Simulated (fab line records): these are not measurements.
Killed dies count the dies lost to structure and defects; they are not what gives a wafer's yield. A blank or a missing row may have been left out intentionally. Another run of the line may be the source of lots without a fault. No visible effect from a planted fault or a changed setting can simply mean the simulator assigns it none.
Matching of chambers | flow gf180mcu | GF_V2_CMP_04 on cmp-02 has 4 sister chambers
The step polishes SiO2. 14 wafers are shown with their chamber, then 6 later ones without.

WAFERS PAIRED WITH THEIR CHAMBERS
wafer  | chamber | motor-current-A (A) | time-to-endpoint-s (s)
L803.1 | 2       | 12.1                | 73
L803.3 | 0       | 12.8                | 75
L803.6 | 3       | 16.4                | 76
L808.1 | 0       | 11.5                | 75
L808.5 | 2       | 11.9                | 74
L808.6 | 3       | 16.3                | 81
L816.1 | 3       | 15.6                | 74
L816.5 | 2       | 11.8                | 73
L819.3 | 1       | 12.3                | 76
L819.4 | 3       | 16.5                | 73
L819.6 | 1       | 11.8                | 80
L821.1 | 0       | 12.4                | 71
L821.3 | 3       | 16.4                | 76
L821.5 | 2       | 12.0                | 83

SIGNATURES, as means of the wafers listed above
reading            | chamber 0 | chamber 1 | chamber 2 | chamber 3 | scatter within a chamber
motor-current-A    | 12.233    | 12.050    | 11.950    | 16.240    | 0.399
time-to-endpoint-s | 73.67     | 78.00     | 75.75     | 76.00     | 3.57
Rule: distance of a wafer from a chamber = root of the sum over the readings of ((wafer's reading minus chamber's mean) / reading's scatter) squared. If the next closest chamber is less than 2 further off than the closest, the wafer can't be placed; otherwise it belongs to the closest. The scatter: the root of (the sum of the squares of (reading less its chamber's mean) over the shown wafers, divided by (wafers less chambers)).

WAFERS WITHOUT THEIR CHAMBER
wafer  | motor-current-A (A) | time-to-endpoint-s (s)
L823.2 | 17.0                | 72
L823.4 | 12.0                | 77
L823.5 | 11.9                | 83
L826.2 | 11.7                | 78
L826.3 | 15.7                | 74
L826.4 | 11.8                | 80

WHICH CHAMBER EACH ONE RAN IN
wafer  | from the rows above          | in truth
L823.2 | 3                            | 3
L823.4 | can't be placed: 1 or 2 or 0 | 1
L823.5 | can't be placed: 1 or 2 or 0 | 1
L826.2 | can't be placed: 1 or 2 or 0 | 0
L826.3 | 3                            | 3
L826.4 | can't be placed: 1 or 2 or 0 | 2
Correctly placed: 2 of 6. From these rows, 4 cannot be placed; in 4 the true chamber is one of the candidates. Placed wrongly: 0.
